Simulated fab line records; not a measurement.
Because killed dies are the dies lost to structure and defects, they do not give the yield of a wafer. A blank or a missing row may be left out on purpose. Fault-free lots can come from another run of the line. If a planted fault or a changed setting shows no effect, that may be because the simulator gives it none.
Comparing a struck lot with a sound one	flow sky130	14 out of 708 route steps
Sound: the wafers L535.1, L535.2, L535.5. Struck: wafers L538.2, L538.6 (left out: L538.3, a lot-mate that was not struck); the cause follows at the end.
Order at every step that has rows: each side's tool, ch and its chambers, its first start. Under that, the readings that differ: sound wafers	struck wafers	difference of the means	sigmas: that difference in standard deviations of wafers without a fault.
alike: words and numbers the same on both sides, and readings whose means are apart by under 2 such deviations; not compared: readings that were withheld, readings missing a value for some wafer, numbers with overlapping values and no deviation given by the record, and bounds like >300 which may hide the same value.
Wherever a step has rows on one side only, a row that says differs or no value, or a row with sigmas, the two part there. When numbers do not overlap yet have no deviation, they are printed without sigmas and do not part them. Lack of a reading on every wafer of one side parts them only where that side has two or more wafers.

SKY_VIA3_CD_MEAS_12: target cd 200 nm.
  sound: cd_sem-01 at day 39 18:53; struck: cd_sem-02 at day 40 07:42
  alike: cd_nm
SKY_VIA3_OVL_MEAS_13:
  sound: overlay-01 at day 39 19:00; struck: overlay-01 at day 40 07:48
reading	sound	struck	difference	sigmas
VIA3_OVL (nm)	7 11 9	-2 -7	-14	-3
SKY_VIA3_ETCH_14: etches BARC in N2/H2, stops on SiO2, time 45.9 s, target depth 60 nm.
  sound on rie_diel-03 ch 0,2, day 39 19:02; struck on rie_diel-03 ch 0,3, day 40 07:50
reading	sound	struck	difference	sigmas
bias_w (W)	100.29 100.22 100.27	99.99 99.09	-0.72	-2
  alike: drypump_motor_current_A, h2_flow_sccm, oes_product_au, throttle_valve_pct
  not compared: rf_hours_counter_h
then, 1 step without rows for these wafers: SKY_VIA3_ETCH_15 (etches SiO2 in C4F8/O2/Ar, stops on TiN, target depth 507 nm, time 78 s).
SKY_VIA3_STRIP_16: strips in O2/N2.
  sound on plasma_asher-02 ch 0,1, day 39 19:08; struck on plasma_asher-04 ch 0,1, day 40 07:56
  alike: drypump_motor_current_A, o2_flow_sccm, oes_product_au, strip_time_to_endpoint_s
  not compared: rf_hours_counter_h
then, 3 steps without rows for these wafers: SKY_VIA3_STRIP_17 (strips in post etch residue remover, time 1200 s); SKY_VIA3_CLEAN_18 (cleans in IPA, time 180 s); SKY_VIA3_CLEAN_19 (cleans in O3/DIW).
SKY_VIA3_SPUTTER_20: material TiN, target thk 20 nm, time 80 s.
  sound: pvd_sputter-01 at day 39 19:46; struck: pvd_sputter-03 at day 40 08:56
  alike: throttle_valve_pct
SKY_VIA3_CVD_21: deposits W, target thk 390 nm, time 117.31 s.
  sound on cvd_w-01 ch 0,1, day 39 19:50; struck on cvd_w-01 ch 0,1, day 40 08:59
  alike: heater_power_w
  not compared: since_wet_clean_h
SKY_VIA3_RS_MEAS_22: measurement is done with a four-point probe.
  sound: film_metro-04 at day 39 19:58; struck: film_metro-04 at day 40 09:08
  alike: VIA3_W_RS
SKY_VIA3_THK_MEAS_23: measures by xrf.
  sound: film_metro-04 at day 39 20:05; struck: film_metro-04 at day 40 09:14
  alike: VIA3_W_THK
SKY_VIA3_CMP_24: polishes, stops on SiO2, t overpolish 20 s, target thk 0 nm.
  sound on cmp-01 ch 0,1,2, day 39 20:08; struck on cmp-01 ch 1,3, day 40 09:23
reading	sound	struck	difference	sigmas
overpolish_run_s (s)	20.006 20.003 19.989	0.036 0.040	-19.961	-99 or more
time_to_endpoint_s (s)	88 89 93	149 150	+60	+18
  alike: motor_current_A, platen_rpm
SKY_METAL4_SPUTTER_00: material Ti, target thk 15 nm, time 10 s.
  the record has rows for the sound wafers here (pvd_sputter-03, day 39 20:26) and none for the struck ones

== WHERE THEY PART ==
At SKY_VIA3_OVL_MEAS_13 first; at SKY_METAL4_SPUTTER_00 last (within this record only).

WHY: what the simulator had put in
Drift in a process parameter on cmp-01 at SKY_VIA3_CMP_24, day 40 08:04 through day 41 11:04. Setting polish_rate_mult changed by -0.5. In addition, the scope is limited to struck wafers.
